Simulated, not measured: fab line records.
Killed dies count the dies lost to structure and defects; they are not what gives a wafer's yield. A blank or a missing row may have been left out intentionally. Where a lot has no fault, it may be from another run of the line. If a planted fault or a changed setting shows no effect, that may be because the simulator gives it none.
Struck lot and sound lot, side by side | flow sky130 | 17 out of 708 route steps
Sound: the wafers L735.2, L735.5, L735.6. Struck: wafers L737.1, L737.2, L737.5. The cause is named last.
For every step that has rows: the tool of each side, followed by ch and its chambers, followed by its first start. Under that, the readings that differ: sound wafers | struck wafers | difference of the means | sigmas: that difference in standard deviations of wafers without a fault.
alike: words and numbers the same on both sides, and readings whose means are apart by under 2 such deviations; not compared: readings that were withheld, readings missing a value for some wafer, numbers with overlapping values and no deviation given by the record, and bounds like >300 which may hide the same value.
The two part at a step that has a row with sigmas, a row that says differs or no value, or rows on one side only. Non-overlapping numbers with no deviation appear without sigmas and do not part them. A reading missing from all wafers of one side parts the sides only when that side holds two or more wafers.

SKY_METAL3_SPUTTER_04: material TiN, target thk 70 nm, time 58.3 s.
  sound: pvdSputter-02 at day 39 18:11; struck: pvdSputter-02 at day 40 06:43
  alike: throttleValvePct
SKY_CAPM_CVD_00: deposits SiO2, target thk 15.5 nm.
  sound on pecvd-02 ch 0,1,2, day 39 18:14; struck on pecvd-01 ch 0,1,2, day 40 06:46
  alike: heaterPowerW, susceptorTempC
SKY_CAPM_THK_MEAS_01:
  sound: filmMetro-02 at day 39 18:16; struck: filmMetro-04 at day 40 06:47
  alike: CAPM_CVD_00_THK
SKY_CAPM_SPUTTER_02: material TiN, target thk 200 nm, time 166.7 s.
  sound: pvdSputter-01 at day 39 18:19; struck: pvdSputter-04 at day 40 06:51
  alike: susceptorTempC, throttleValvePct
SKY_CAPM_RS_MEAS_03: the measuring method here is four-point-probe.
  sound: filmMetro-04 at day 39 18:26; struck: filmMetro-02 at day 40 06:58
reading              | sound          | struck         | difference | sigmas
CAPM_TIN_RS (ohm/sq) | 7.14 7.18 7.19 | 6.92 7.10 6.86 | -0.21      | -2
SKY_CAPM_THK_MEAS_04: measures by xrf.
  sound: filmMetro-04 at day 39 18:33; struck: filmMetro-02 at day 40 07:05
  alike: CAPM_TIN_THK
then, 6 steps without rows for these wafers: SKY_CAPM_DEHYDRATE_05 (time 60 s); SKY_CAPM_HMDS_06 (prime time 60 s); SKY_CAPM_COAT_07 (resist thk 1140 nm); SKY_CAPM_SOFTBAKE_08 (time 60 s); SKY_CAPM_EXPOSE_09 (exposes mask CAPM, target cd 1000 nm); SKY_CAPM_PEB_10.
SKY_CAPM_DEVELOP_11: develop time 60 s.
  sound on lithoTrack-01 ch 0, day 40 18:22; struck on lithoTrack-02 ch 0, day 41 06:29
SKY_CAPM_OVL_MEAS_12:
  sound: overlay-01 at day 40 18:30; struck: overlay-02 at day 41 06:38
  alike: CAPM_OVL
SKY_CAPM_METAL_ETCH_13: etches TiN in Cl2/BCl3, stops on SiO2, target depth 220 nm, time 62.9 s.
  sound on rieMetal-03 ch 0,1, day 40 18:32; struck on rieMetal-03 ch 0,1, day 41 06:40
reading              | sound             | struck            | difference | sigmas
bcl3FlowSccm (sccm)  | 29.96 30.10 29.99 | 29.78 29.81 29.86 | -0.20      | -2
oesProductAu (a.u.)  | 0.923 0.915 0.918 | 0.950 0.927 0.943 | +0.021     | +2
model.CAPM.cdNm (nm) | 1003 1002 1001    | 999.7 997.6 1000  | -2.9       | 
  alike: drypumpMotorCurrentA, throttleValvePct
  not compared: rfHoursCounterH
SKY_CAPM_STRIP_14: strips in O2/N2.
  sound on plasmaAsher-02 ch 0,1, day 40 18:36; struck on plasmaAsher-02 ch 0,1, day 41 06:45
  alike: drypumpMotorCurrentA, oesProductAu, stripTimeToEndpointS
  not compared: rfHoursCounterH
-- the record jumps here: 8 days lie between the struck wafers' starts before and after (it left off in module CAPM and takes up again in module PAD_OPEN, whose first step shown is number 708 of the route) --
SKY_PAD_OPEN_PROBE_99:
  sound: prober-01 at day 48 12:04; struck: prober-01 at day 48 20:34
  alike: defectLimitedYield, killed_at_M0_to_M3, killed_at_M4_up, killedAtContacts, killedAtFrontEnd, killedAtOther, killedDies, killedOnRim, killedOpen, killedShort, sort_bin_3_pad_short, sort_bin_5_function, sort_bin_6_memory, sortNPass, sortYieldPct

WHERE THEY PART
At SKY_CAPM_RS_MEAS_03 first; at SKY_CAPM_METAL_ETCH_13 last (within this record only). Later steps at which nothing parts them and some readings are alike: SKY_CAPM_STRIP_14, SKY_PAD_OPEN_PROBE_99.

WHY: what had been put in by the simulator
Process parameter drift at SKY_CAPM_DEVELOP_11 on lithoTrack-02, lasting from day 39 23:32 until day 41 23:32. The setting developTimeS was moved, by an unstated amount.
